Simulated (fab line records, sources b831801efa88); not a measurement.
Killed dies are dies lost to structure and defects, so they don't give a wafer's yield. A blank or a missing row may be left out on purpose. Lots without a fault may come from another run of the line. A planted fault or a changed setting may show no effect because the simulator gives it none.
Which tool did it? | flow gf180mcu | 14 lots, 42 wafers sampled, at 3 steps of a route of 602

WHAT THE GAUGES READ, wafer by wafer
GF_MIM_RS_MEAS_10: measures by four-point-probe.
lot  | measured     | on            | MIM_ALCU_RS (ohm/sq)
L516 | day 24 11:53 | film_metro-03 | 0.1563 0.1601 0.1589
L517 | day 25 09:37 | film_metro-04 | 0.1610 0.1607 0.1598
L518 | day 25 14:40 | film_metro-04 | 0.1587 0.1632 0.1634
L519 | day 25 23:16 | film_metro-04 | 0.1601 0.1586 0.1595
L521 | day 27 00:16 | film_metro-02 | 0.1598 0.1590 0.1604
L522 | day 27 05:35 | film_metro-04 | 0.1586 0.1568 0.1588
L523 | day 27 07:02 | film_metro-04 | 0.1587 0.1575 0.1588
L524 | day 27 15:07 | film_metro-02 | 0.1589 0.1598 0.1597
L525 | day 27 21:17 | film_metro-02 | 0.1601 0.1597 0.1630
L529 | day 29 01:34 | film_metro-03 | 0.1561 0.1573 0.1553
L530 | day 29 08:53 | film_metro-04 | 0.1600 0.1599 0.1594
L531 | day 29 11:56 | film_metro-03 | 0.1572 0.1569 0.1577
L536 | day 30 21:25 | film_metro-03 | 0.1578 0.1592 0.1572
L539 | day 31 17:03 | film_metro-02 | 0.1569 0.1595 0.1569

WHICH TOOL RAN EACH LOT (tool, then ch and the chambers of the sampled wafers, then the start)
lot  | GF_STI_ETCH_14                  | GF_MIM_SPUTTER_09
L516 | rie_si-02 ch 0,3, day 2 02:07   | pvd_sputter-04, day 24 11:48
L517 | rie_si-02 ch 0,2,3, day 2 07:38 | pvd_sputter-01, day 25 09:33
L518 | rie_si-02 ch 2,3, day 2 13:44   | pvd_sputter-02, day 25 14:36
L519 | rie_si-01 ch 0,1,2, day 2 18:40 | pvd_sputter-01, day 25 23:13
L521 | rie_si-01 ch 0,1,3, day 3 05:11 | pvd_sputter-02, day 27 00:12
L522 | rie_si-01 ch 0,3, day 3 08:44   | pvd_sputter-02, day 27 05:32
L523 | rie_si-02 ch 2,3, day 3 14:07   | pvd_sputter-02, day 27 06:58
L524 | rie_si-02 ch 0,3, day 3 18:28   | pvd_sputter-01, day 27 15:04
L525 | rie_si-02 ch 0,2, day 4 00:53   | pvd_sputter-02, day 27 21:16
L529 | rie_si-02 ch 0,1,3, day 4 21:05 | pvd_sputter-04, day 29 01:31
L530 | rie_si-02 ch 0,1, day 5 02:20   | pvd_sputter-01, day 29 08:50
L531 | rie_si-01 ch 0,1,2, day 5 06:53 | pvd_sputter-02, day 29 11:54
L536 | rie_si-01 ch 0,1, day 6 08:28   | pvd_sputter-01, day 30 21:23
L539 | rie_si-01 ch 1,2,3, day 7 01:53 | pvd_sputter-04, day 31 17:01
- GF_STI_ETCH_14: etches Si in HBr/Cl2/O2, target depth 360 nm, time 102.9 s.
- GF_MIM_SPUTTER_09: material TiN, target thk 35 nm, time 29.2 s.

WHAT THE TOOLS THEMSELVES READ (means of the sampled wafers that have a number; where no wafer has one, the mark that the record gives instead)
GF_STI_ETCH_14.
lot  | tool      | bias_w (W) | drypump_motor_current_A (A) | oes_product_au (a.u.) | throttle_valve_pct (%)
L516 | rie_si-02 | 150.3      | 5.9                         | 0.993                 | 25.660
L517 | rie_si-02 | 150.1      | 5.6                         | 1.004                 | 25.640
L518 | rie_si-02 | 150.2      | 5.7                         | 1.000                 | 25.662
L519 | rie_si-01 | 150.0      | 5.8                         | 0.996                 | 25.656
L521 | rie_si-01 | 150.6      | 5.5                         | 1.010                 | 25.647
L522 | rie_si-01 | 149.7      | 5.8                         | 1.015                 | 25.644
L523 | rie_si-02 | 150.2      | 5.3                         | 0.996                 | 25.666
L524 | rie_si-02 | 149.9      | 5.9                         | 0.993                 | 25.662
L525 | rie_si-02 | 150.0      | 5.6                         | 1.000                 | 25.656
L529 | rie_si-02 | 150.3      | 6.0                         | 0.995                 | 25.658
L530 | rie_si-02 | 150.6      | 5.9                         | 0.992                 | 25.659
L531 | rie_si-01 | 150.3      | 5.8                         | 0.989                 | 25.661
L536 | rie_si-01 | 150.2      | 5.9                         | 1.025                 | 25.650
L539 | rie_si-01 | 149.9      | 5.4                         | 0.995                 | 25.648

GF_MIM_SPUTTER_09.
lot  | tool           | throttle_valve_pct (%)
L516 | pvd_sputter-04 | 30.3
L517 | pvd_sputter-01 | 30.2
L518 | pvd_sputter-02 | 29.3
L519 | pvd_sputter-01 | 30.2
L521 | pvd_sputter-02 | 29.3
L522 | pvd_sputter-02 | 28.8
L523 | pvd_sputter-02 | 28.8
L524 | pvd_sputter-01 | 30.3
L525 | pvd_sputter-02 | 29.8
L529 | pvd_sputter-04 | 28.7
L530 | pvd_sputter-01 | 30.2
L531 | pvd_sputter-02 | 28.8
L536 | pvd_sputter-01 | 29.9
L539 | pvd_sputter-04 | 30.0

THE ANSWER, worked out from the rows above alone
Rule: what is usual is taken from the lots themselves. Put in order of their means at a reading, lots are off if they are a third of the lots or fewer, leave a main group of 4 or more, and stand apart from it by a gap of 3 or more times the standard deviation of the main group's means; of several such gaps the widest counts. A main group whose means are all the same, to the digits that the tables above print for the reading, isn't used. A lot without any number at a reading at which 4 lots or more have one is off too. The other lots that the step has rows for count as sound. The gauges are gone through in route order, then the tools' own readings, and for those a lot's mean is taken as printed above. The first step at which some lot is off is used, and at that step the reading that is off furthest; a lot without a number counts as furthest.
No lot is off at any reading shown: from this, nothing can be told.

WHAT THE SIMULATOR HAD PUT IN
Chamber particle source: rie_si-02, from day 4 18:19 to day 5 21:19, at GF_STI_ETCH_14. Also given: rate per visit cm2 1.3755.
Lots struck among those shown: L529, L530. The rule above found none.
